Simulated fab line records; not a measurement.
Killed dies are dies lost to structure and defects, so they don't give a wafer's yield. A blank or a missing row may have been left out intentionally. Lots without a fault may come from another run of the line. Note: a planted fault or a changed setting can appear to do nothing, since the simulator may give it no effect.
Matching of chambers -- flow gf180mcu -- GF_PASSIVATION_CVD_00 on pecvd-02 has 3 sister chambers
The step deposits SiO2 from TEOS, target thk 1000 nm, time 111.95 s. 6 wafers are shown with their chamber, then 7 later ones without.

== EACH WAFER AND ITS CHAMBER ==
wafer,chamber,heater-power-w (W),susceptor-temp-C (C)
L397.5,2,637,400.34
L401.1,2,584,399.91
L401.2,1,466,399.77
L401.3,0,558,399.92
L403.2,0,512,400.11
L403.3,1,496,399.80

== WAFERS WHOSE CHAMBER IS MISSING ==
wafer,heater-power-w (W),susceptor-temp-C (C)
L403.5,541,399.91
L408.1,563,400.19
L408.2,520,400.33
L408.4,616,400.13
L409.1,476,400.04
L409.4,524,400.23
L409.5,577,399.92

== WHICH CHAMBER EACH ONE RAN IN ==
wafer,from the rows above,in truth
L403.5,can't be placed: 0 or 1 or 2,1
L408.1,can't be placed: 0 or 2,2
L408.2,can't be placed: 0 or 2 or 1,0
L408.4,2,2
L409.1,can't be placed: 1 or 0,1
L409.4,can't be placed: 0 or 1 or 2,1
L409.5,can't be placed: 0 or 2 or 1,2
Correct placement for 1 of the 7. Unplaceable from these rows: 6, with the true chamber sitting among the candidates in 6. 0 placed wrongly.
How it was worked out, from the rows above alone: a wafer's distance from a chamber is the root of the sum, over the readings, of the square of ((its reading less the chamber's mean) divided by the reading's scatter). The wafer belongs to the nearest chamber; if the next one is less than 2 further off, it can't be placed. Each chamber's mean is taken over the wafers shown for it. How the scatter is found: for the shown wafers, subtract from each reading the mean of its chamber, square and add these, divide the total by (wafers less chambers), then take the root.
